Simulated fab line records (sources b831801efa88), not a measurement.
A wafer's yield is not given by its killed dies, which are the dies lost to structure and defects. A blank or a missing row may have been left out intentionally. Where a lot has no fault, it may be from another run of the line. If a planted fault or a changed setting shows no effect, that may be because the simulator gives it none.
A lot that was struck, set against a sound lot | flow gf180mcu | 44 out of 602 route steps
Sound: these wafers, L104.2, L104.3, L104.6. Wafers struck: L113.3, L113.4, L113.6. The cause is named last.
At each step with rows: each side's tool, then ch and its chambers, then its first start. Under that, the readings that differ: sound wafers | struck wafers | difference of the means | sigmas: that difference in standard deviations of wafers without a fault.
alike: a reading whose means differ by less than 2 such deviations, as well as words and numbers matching on both sides. not compared: withheld readings; readings where some wafer has no value; bounds like >300 that might hide an equal value; numbers whose values overlap and for which the record gives no deviation.
The two part at a step that has a row with sigmas, a row that says differs or no value, or rows on one side only. Non-overlapping numbers with no deviation appear without sigmas and do not part them. Lack of a reading on every wafer of one side parts them only where that side has two or more wafers.

first, 1 step without rows for these wafers: GF_MVSD_IMPLANT_09.
GF_MVSD_STRIP_10: strips in O2/N2.
  sound on plasma-asher-01 ch 0,1, day 6 03:43; struck on plasma-asher-03 ch 0,1, day 8 07:35
  alike: drypump-motor-current-A, heater-power-w, oes-product-au, strip-time-to-endpoint-s
  not compared: rf-hours-counter-h
GF_MVSD_TW_MEAS_11:
  sound on film-metro-01 at day 6 03:50; struck on film-metro-03 at day 8 07:40
  alike: MVSD_TW
then, 7 steps without rows for these wafers: GF_MVPSD_DEHYDRATE_00 (time 60 s); GF_MVPSD_HMDS_01 (prime time 60 s); GF_MVPSD_COAT_02 (resist thk 3000 nm); GF_MVPSD_SOFTBAKE_03; GF_MVPSD_EXPOSE_04 (exposes mask MVPSD, target cd 1000 nm); GF_MVPSD_PEB_05; GF_MVPSD_DEVELOP_06 (develop time 60 s).
GF_MVPSD_OVL_MEAS_07:
  sound on overlay-02 at day 6 18:22; struck on overlay-01 at day 9 00:11
  reading        | sound       | struck         | difference | sigmas
  MVPSD_OVL (nm) | 2.0 3.5 2.8 | -0.3 -0.1 -1.6 | -3.4       | -2
following that, these wafers have no rows for 1 step: GF_MVPSD_IMPLANT_08.
GF_MVPSD_IMPLANT_09:
  sound on implanter-02 ch 0, day 6 18:35; struck on implanter-01 ch 0, day 9 00:43
  alike: dose-ions-cm2
GF_MVPSD_STRIP_10: strips in O2/N2.
  sound on plasma-asher-03 ch 0,1, day 6 18:42; struck on plasma-asher-03 ch 0,1, day 9 00:51
  alike: drypump-motor-current-A, heater-power-w, oes-product-au, strip-time-to-endpoint-s
  not compared: rf-hours-counter-h
GF_MVPSD_TW_MEAS_11:
  sound on film-metro-02 at day 6 18:49; struck on film-metro-03 at day 9 01:13
  reading  | sound             | struck            | difference | sigmas
  MVPSD_TW | 551.1 554.5 550.8 | 584.0 583.9 582.0 | +31.2      | +10
then, 7 steps without rows for these wafers: GF_VT_IMPLANT_DEHYDRATE_00 (time 60 s); GF_VT_IMPLANT_HMDS_01 (prime time 60 s); GF_VT_IMPLANT_COAT_02 (resist thk 1000 nm); GF_VT_IMPLANT_SOFTBAKE_03 (time 60 s); GF_VT_IMPLANT_EXPOSE_04 (exposes mask LVPWELL LV AREA, target cd 600 nm); GF_VT_IMPLANT_PEB_05; GF_VT_IMPLANT_DEVELOP_06 (develop time 60 s).
GF_VT_IMPLANT_OVL_MEAS_07:
  sound on overlay-01 at day 7 10:21; struck on overlay-01 at day 9 17:34
  alike: VT_IMPLANT_OVL
following that, these wafers have no rows for 1 step: GF_VT_IMPLANT_IMPLANT_08.
GF_VT_IMPLANT_STRIP_09: strips in O2/N2.
  sound on plasma-asher-01 ch 0,1, day 7 10:32; struck on plasma-asher-04 ch 0,1, day 9 17:46
  alike: drypump-motor-current-A, heater-power-w, oes-product-au, strip-time-to-endpoint-s
  not compared: rf-hours-counter-h
GF_VT_IMPLANT_TW_MEAS_10:
  sound on film-metro-01 at day 7 10:38; struck on film-metro-04 at day 9 17:51
  alike: VT_IMPLANT_TW
then, 7 steps without rows for these wafers: GF_VT_IMPLANT_DEHYDRATE_11 (time 60 s); GF_VT_IMPLANT_HMDS_12 (prime time 60 s); GF_VT_IMPLANT_COAT_13 (resist thk 1000 nm); GF_VT_IMPLANT_SOFTBAKE_14 (time 60 s); GF_VT_IMPLANT_EXPOSE_15 (exposes mask Nwell LV AREA, target cd 860 nm); GF_VT_IMPLANT_PEB_16; GF_VT_IMPLANT_DEVELOP_17 (develop time 60 s).
GF_VT_IMPLANT_OVL_MEAS_18:
  sound on overlay-01 at day 8 03:15; struck on overlay-02 at day 10 11:02
  alike: VT_IMPLANT_01_OVL
following that, these wafers have no rows for 1 step: GF_VT_IMPLANT_IMPLANT_19.
GF_VT_IMPLANT_STRIP_20: strips in O2/N2.
  sound on plasma-asher-02 ch 0,1, day 8 03:26; struck on plasma-asher-01 ch 0,1, day 10 11:14
  alike: drypump-motor-current-A, heater-power-w, oes-product-au, strip-time-to-endpoint-s
  not compared: rf-hours-counter-h
GF_VT_IMPLANT_TW_MEAS_21:
  sound on film-metro-03 at day 8 03:32; struck on film-metro-04 at day 10 11:19
  alike: VT_IMPLANT_2_TW
then, 5 steps without rows for these wafers: GF_VT_IMPLANT_DEHYDRATE_22 (time 60 s); GF_VT_IMPLANT_HMDS_23 (prime time 60 s); GF_VT_IMPLANT_COAT_24 (resist thk 1000 nm); GF_VT_IMPLANT_SOFTBAKE_25 (time 60 s); GF_VT_IMPLANT_EXPOSE_26 (exposes mask LVPWELL HV AREA, target cd 860 nm).
GF_VT_IMPLANT_RS_MEAS_49: measures by four-point-probe.
  sound on film-metro-01 at day 9 14:32; struck on film-metro-01 at day 12 01:56
  reading           | sound                | struck               | difference | sigmas
  MVPSD_RS (ohm/sq) | 1165.2 1169.1 1172.5 | 1003.8 1002.0 1004.1 | -165.6     | -75
following that, these wafers have no rows for 1 step: GF_PASSIVATION_PROBE_99.

## WHERE THEY PART
Last at GF_VT_IMPLANT_RS_MEAS_49 as far as this record goes, first at GF_MVPSD_OVL_MEAS_07.

WHY: the cause the simulator had injected
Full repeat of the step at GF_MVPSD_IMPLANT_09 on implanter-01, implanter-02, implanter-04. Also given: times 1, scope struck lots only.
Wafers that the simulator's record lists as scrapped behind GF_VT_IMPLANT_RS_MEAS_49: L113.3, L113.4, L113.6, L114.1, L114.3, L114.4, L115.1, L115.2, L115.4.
